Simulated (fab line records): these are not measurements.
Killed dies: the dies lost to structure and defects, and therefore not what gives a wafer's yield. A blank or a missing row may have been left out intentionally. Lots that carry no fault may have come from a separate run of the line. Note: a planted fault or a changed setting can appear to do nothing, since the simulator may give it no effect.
Which tool did it?	flow sky130	7 lots, 21 wafers sampled, at 3 steps of a route of 708

== WHAT EACH GAUGE READ, for each wafer ==
SKY_SONOS_TUNNEL_TW_MEAS_12.
lot	measured	on	SONOS_TUNNEL_TW
L653	day 11 17:57	film_metro-02	196.3 195.4 196.6
L658	day 13 07:43	film_metro-01	198.6 199.6 199.4
L660	day 14 09:47	film_metro-04	30.2 30.2 30.2
L667	day 16 15:09	film_metro-04	198.9 199.1 199.7
L669	day 17 01:12	film_metro-01	200.7 200.8 199.8
L672	day 18 01:20	film_metro-01	199.4 200.7 199.4
L674	day 19 15:26	film_metro-02	196.8 196.1 197.8

== WHAT TOOL EACH LOT RAN ON (gives the tool, then ch and the chambers of the sampled wafers, and finally the start) ==
lot	SKY_VT_ADJUST_HVTP_STRIP_10	SKY_VT_ADJUST_PCH_STRIP_09
L653	plasma_asher-01 ch 0,1, day 6 09:20	plasma_asher-02 ch 0,1, day 10 17:25
L658	plasma_asher-03 ch 0,1, day 7 14:43	plasma_asher-01 ch 0,1, day 12 05:46
L660	plasma_asher-01 ch 0,1, day 8 08:46	plasma_asher-03 ch 0,1, day 13 06:58
L667	plasma_asher-03 ch 0,1, day 10 03:38	plasma_asher-01 ch 0,1, day 15 09:46
L669	plasma_asher-01 ch 0,1, day 10 10:38	plasma_asher-03 ch 0,1, day 15 18:54
L672	plasma_asher-03 ch 0,1, day 11 06:57	plasma_asher-03 ch 0,1, day 16 19:25
L674	plasma_asher-02 ch 0, day 12 13:29	plasma_asher-03 ch 0,1, day 18 08:36
- SKY_VT_ADJUST_HVTP_STRIP_10: strips in O2/N2.
- SKY_VT_ADJUST_PCH_STRIP_09: strips in O2/N2.

== THE ANSWER, worked out from the rows above alone ==
Rule: the lots themselves supply what counts as usual. Put in order of their means at a reading, lots are off if they are a third of the lots or fewer, leave a main group of 4 or more, and stand apart from it by a gap of 3 or more times the standard deviation of the main group's means; of several such gaps the widest counts. A main group whose means are all the same, to the digits that the tables above print for the reading, isn't used. Also off: a lot with no number at a reading for which 4 or more lots have one. Where the step has rows for the other lots, those lots are counted as sound.
Off: L660, at SKY_SONOS_TUNNEL_TW_MEAS_12 (SONOS_TUNNEL_TW). Main group: mean 198.6, sd 1.6.
If a tool, at a process step before that reading, ran all the lots that are off and no sound lot after the first of them, it fits. Gauges at SKY_SONOS_TUNNEL_TW_MEAS_12: tried the same way as those tools. Of those tried, none fits.

== WHAT WAS PUT IN BY THE SIMULATOR ==
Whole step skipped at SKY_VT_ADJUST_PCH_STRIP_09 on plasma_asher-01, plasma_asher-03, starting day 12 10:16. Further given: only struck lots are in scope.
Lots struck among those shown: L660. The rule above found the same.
